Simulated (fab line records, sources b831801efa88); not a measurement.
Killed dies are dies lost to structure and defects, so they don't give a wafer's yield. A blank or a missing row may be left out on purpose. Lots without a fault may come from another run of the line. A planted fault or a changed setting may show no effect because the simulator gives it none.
One fault seen from 2 desks | flow gf180mcu | each desk has only its own numbers; what lay behind them comes last

THE METROLOGY DESK
What the gauges read, lot by lot, whatever tool the lot ran on: means of the sampled wafers that have a number. A lot is out of limits, marked OUT, if its mean lies more than 4 standard deviations from the usual mean; the brackets give that distance.
Columns: A = M4_OVL at GF_M4_OVL_MEAS_15, usual 5 nm; B = V4_CVD_00_THK at GF_V4_THK_MEAS_01, usual 604 nm; C = V4_CVD_02_THK at GF_V4_THK_MEAS_03, usual 848 nm
lot  | first seen here | A  | B             | C
L972 | day 23 18:32    | 5  | 606           | 851
L973 | day 24 04:22    | 4  | 600           | 845
L974 | day 24 11:16    | 8  | 601           | 835
L975 | day 24 19:28    | 5  | 595           | 848
L978 | day 26 00:52    | -0 | 611           | 851
L979 | day 26 06:25    | 2  | 704 (+17) OUT | 853
L985 | day 28 17:16    | 2  | 607           | 856
L986 | day 29 01:26    | 7  | 610           | 845
L991 | day 30 02:46    | 11 | 604           | 845
L992 | day 30 08:28    | 10 | 609           | 837
L993 | day 30 15:32    | 3  | 605           | 839
L994 | day 30 23:10    | 9  | 598           | 841
This desk's finding: out of limits on L979; first on L979, day 26 07:19 (V4_CVD_00_THK at GF_V4_THK_MEAS_01). In limits: L972, L973, L974, L975, L978, L985, L986, L991, L992, L993, L994.

THE TOOL OWNER'S DESK: hdpcvd-01
The tool's own readings at GF_V4_CVD_00 (deposits SiO2, target thk 600 nm, time 100 s): means of the sampled wafers that have a number, for each lot that ran on this tool. A lot is out of limits, marked OUT, if its mean lies more than 4 standard deviations from the usual mean; the brackets give that distance.
Columns: A = sih4_flow_sccm at GF_V4_CVD_00, usual 59.99 sccm
lot  | first seen here | A
L972 | day 23 19:16    | 59.89
L973 | day 24 05:04    | 60.15
L975 | day 24 20:19    | 59.94
L979 | day 26 07:15    | 69.86 (+62) OUT
L993 | day 30 16:24    | 60.02
L994 | day 30 23:52    | 59.99
This desk's finding: out of limits on L979; first on L979, day 26 07:15 (sih4_flow_sccm at GF_V4_CVD_00). In limits: L972, L973, L975, L993, L994.

PUT TOGETHER
The tool owner's desk could have raised an alarm at day 26 07:15, on L979.
The metrology desk could have raised an alarm at day 26 07:19, on L979.
Of the lots named, all ran GF_V4_CVD_00 on hdpcvd-01.

WHAT THE SIMULATOR HAD PUT IN
Process parameter drift: hdpcvd-01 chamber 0, from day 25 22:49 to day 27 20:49, at GF_V4_CVD_00. Setting sih4_flow_sccm, moved by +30, from 60. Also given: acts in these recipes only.
Lots struck among those shown: L979.
Hours from the fault's start to each desk's first reading out of limits: the tool owner's desk, 8; the metrology desk, 8.
